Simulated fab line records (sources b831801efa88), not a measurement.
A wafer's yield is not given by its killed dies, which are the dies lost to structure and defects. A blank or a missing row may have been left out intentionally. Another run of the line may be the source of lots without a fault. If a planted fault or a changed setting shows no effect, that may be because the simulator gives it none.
Problem report, 8D (eight disciplines) form, completed by code	flow sfq line	the parts of the form that need people (team, actions taken, sign-off) are left out

1. THE PROBLEM
cathode dc power W at SFQ_TRILAYER_M1_DEP_SPUTTER_037 reads a mean of 2071.7 W on 6 wafers of 2 lots; wafers without a fault read 2000.0 W with a standard deviation of 0.33. That is +99 or more standard deviations from the usual mean.
The step: material Nb, target thk 200 nm, time 133.3 s.
First seen on wafer L570.2, day 25 20:43, on pvd sputter-04. The record holds 18 wafers of 6 lots with a number at this step. Rule for "out", or "out of limits": more than 4 standard deviations from the usual mean. Any other wafer with a number is counted as sound.

2. WHAT THIS IS AND IS NOT
question	is	is not
which readings at this step	cathode dc power W	resputter cathode voltage v
which lots	L570, L573	L557, L559, L561, L575
which wafers of those lots	all that have a number	-
read on which tools	pvd sputter-04	pvd sputter-05, pvd sputter-06
when	from day 25 20:43	up to then (9 sound wafers); but 3 sound wafers of L575 came after

3. WHAT RULES OUT EACH SUSPECT
Counting: a tool at any process step up to the reading remains a suspect when it ran all the lots that are out and ran no sound lot after the first of those.
- pvd sputter-04 at SFQ_TRILAYER_M1_DEP_SPUTTER_037 (material Nb, target thk 200 nm, time 133.3 s): kept. It ran every lot that is out, first L570 (day 25 20:43), and no sound lot after that; its last sound lot up to then is L559 (day 21 09:10). Out on those wafers are its own readings of cathode dc power W.
Remaining after the count: pvd sputter-04 at SFQ_TRILAYER_M1_DEP_SPUTTER_037.

4. THE CAUSE (what the simulator had put in)
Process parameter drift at SFQ_TRILAYER_M1_DEP_SPUTTER_037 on pvd sputter-04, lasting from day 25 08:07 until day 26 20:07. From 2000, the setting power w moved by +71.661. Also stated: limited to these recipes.
This tool alone remained once counting was done.

5. SEQUENCE OF EFFECTS, ordered by route
One row per reading whose mean, taken over the struck wafers that have a number, lies over 3 standard deviations from the usual. Only readings whose record carries a usual standard deviation are examined. hours: median over the lots of the time between each lot's start at the first step of this table that gives one and its start at this step. sigmas: the change, counted in usual standard deviations.
hours	step	reading	usual	on struck wafers	change	sigmas
0	SFQ_TRILAYER_M1_DEP_SPUTTER_037	cathode dc power W	2000.0 W	2071.7	+71.7	+99 or more
Process steps it contains:
- SFQ_TRILAYER_M1_DEP_SPUTTER_037: material Nb, target thk 200 nm, time 133.3 s.
Later steps that measure or inspect, where all struck wafers having a row at the step show a number for every such reading and not one has moved that far: SFQ_M1_RS_MEAS_909, SFQ_M1_OVL_MEAS_911, SFQ_I1_BOW_MEAS_912, SFQ_I1_OVL_MEAS_913, SFQ_M8_BOW_MEAS_951.

6. HOW IT WOULD HAVE BEEN CAUGHT EARLIER
In this record no reading fell out of limits until day 25 20:43, 13 hours after the fault had begun at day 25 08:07.
